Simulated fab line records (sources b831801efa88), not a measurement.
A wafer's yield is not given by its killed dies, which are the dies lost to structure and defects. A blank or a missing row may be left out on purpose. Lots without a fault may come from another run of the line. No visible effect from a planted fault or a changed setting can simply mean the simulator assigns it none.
Struck lot and sound lot, side by side | flow gf180mcu | 20 steps out of a route of 602
Sound: the wafers L750.2, L750.4, L750.5. Struck: wafers L763.2, L763.3, L763.4. The cause is named last.
At each step with rows: each side's tool, then ch and its chambers, then its first start. Under that, the readings that differ: sound wafers | struck wafers | difference of the means | sigmas: that difference in standard deviations of wafers without a fault.
alike: same words and numbers on both sides, and readings whose means sit less than 2 such deviations apart. not compared: any withheld reading, any reading some wafer has no value for, any bound like >300 that may hide the same value, and any number with overlapping values for which the record gives no deviation.
Wherever a step has rows on one side only, a row that says differs or no value, or a row with sigmas, the two part there. When numbers do not overlap yet have no deviation, they are printed without sigmas and do not part them. A reading missing from all wafers of one side parts the sides only when that side holds two or more wafers.

GF_MIM_SPUTTER_02: material AlCu, target thk 450 nm, time 23.9 s.
  sound on pvd_sputter-03, day 25 02:19; struck on pvd_sputter-01, day 29 02:44
  alike: chamber_pressure_pa, throttle_valve_pct
GF_MIM_SPUTTER_03: material Ti, target thk 10 nm, time 6.7 s.
  sound on pvd_sputter-03, day 25 02:21; struck on pvd_sputter-01, day 29 02:46
  alike: chamber_pressure_pa, substrate_temp_c, throttle_valve_pct
GF_MIM_SPUTTER_04: material TiN, target thk 50 nm, time 41.7 s.
  sound on pvd_sputter-03, day 25 02:22; struck on pvd_sputter-01, day 29 02:47
  alike: chamber_pressure_pa, throttle_valve_pct
then, 1 step without rows for these wafers: GF_MIM_CVD_05 (deposits Si3N4, target thk 42 nm, time 29.086 s).
GF_MIM_THK_MEAS_06:
  sound on film_metro-02, day 25 02:27; struck on film_metro-02, day 29 02:52
  alike: MIM_CVD_05_THK
GF_MIM_SPUTTER_07: material TiN, target thk 60 nm, time 50 s.
  sound on pvd_sputter-04, day 25 02:30; struck on pvd_sputter-03, day 29 02:55
  alike: chamber_pressure_pa, throttle_valve_pct
then, 1 step without rows for these wafers: GF_MIM_SPUTTER_08 (material AlCu, target thk 200 nm, time 10.6 s).
GF_MIM_SPUTTER_09: material TiN, target thk 35 nm, time 29.2 s.
  sound on pvd_sputter-04, day 25 02:34; struck on pvd_sputter-03, day 29 02:59
  alike: chamber_pressure_pa, throttle_valve_pct
GF_MIM_RS_MEAS_10: uses a four-point probe to measure.
  sound on film_metro-04, day 25 02:37; struck on film_metro-04, day 29 03:02
  alike: MIM_ALCU_RS
GF_MIM_THK_MEAS_11: measures by xrf.
  sound on film_metro-04, day 25 02:44; struck on film_metro-04, day 29 03:09
  alike: MIM_ALCU_THK
then, 2 steps without rows for these wafers: GF_MIM_DEHYDRATE_12 (time 60 s); GF_MIM_HMDS_13 (prime time 60 s).
GF_MIM_COAT_14: resist thk 1000 nm.
  sound on litho_track-03 ch 0, day 25 13:04; struck on litho_track-01 ch 0, day 29 12:16
  reading                                  | sound            | struck            | difference | sigmas
  model.NOVOLAK_of_MIM_COAT_14.thk_nm (nm) | 998.6 998.4 1002 | 892.9 890.6 891.1 | -108.1     |
  alike: resist_line_temp_C
then, 3 steps without rows for these wafers: GF_MIM_SOFTBAKE_15 (time 60 s); GF_MIM_EXPOSE_16 (exposes mask FuseTop, target cd 2000 nm); GF_MIM_PEB_17.
GF_MIM_DEVELOP_18: develop time 60 s.
  sound on litho_track-03 ch 0, day 25 23:04; struck on litho_track-03 ch 0, day 29 21:55
  reading              | sound          | struck         | difference | sigmas
  model.MIM.cd_nm (nm) | 1999 1999 2000 | 1988 1987 1988 | -12        |
  alike: resist_line_temp_C
GF_MIM_METAL_ETCH_19: etches the open film in Cl2/BCl3, stops on Si3N4, target depth 324.5 nm, time 54.1 s.
  sound on rie_metal-04 ch 0, day 25 23:11; struck on rie_metal-03 ch 0,1, day 29 22:02
  reading                                  | sound             | struck            | difference | sigmas
  oes_product_au (a.u.)                    | 0.949 0.948 0.954 | 0.933 0.931 0.949 | -0.013     | -2
  model.NOVOLAK_of_MIM_COAT_14.thk_nm (nm) | 868.8 869.2 871.6 | 762.6 761.1 764.2 | -107.2     |
  model.MIM.cd_nm (nm)                     | 1997 1998 1998    | 1991 1992 1985    | -8         |
  alike: drypump_motor_current_A, throttle_valve_pct
  not compared: rf_hours_counter_h
GF_MIM_STRIP_20: strips in O2/N2.
  sound on plasma_asher-02 ch 0, day 25 23:16; struck on plasma_asher-03 ch 0,1, day 29 22:07
  reading                      | sound             | struck            | difference | sigmas
  oes_product_au (a.u.)        | 0.687 0.688 0.699 | 0.641 0.625 0.636 | -0.057     | -12
  strip_time_to_endpoint_s (s) | 11.21 11.23 11.25 | 9.95 9.93 9.98    | -1.28      | -35
  alike: drypump_motor_current_A, heater_power_w, platen_temp_c
  not compared: rf_hours_counter_h
then, 1 step without rows for these wafers: GF_MIM_STRIP_21 (strips in post etch residue remover, time 1200 s).

== WHERE THEY PART ==
Earliest at GF_MIM_METAL_ETCH_19; latest, in this record, at GF_MIM_STRIP_20.

WHY: the cause the simulator had injected
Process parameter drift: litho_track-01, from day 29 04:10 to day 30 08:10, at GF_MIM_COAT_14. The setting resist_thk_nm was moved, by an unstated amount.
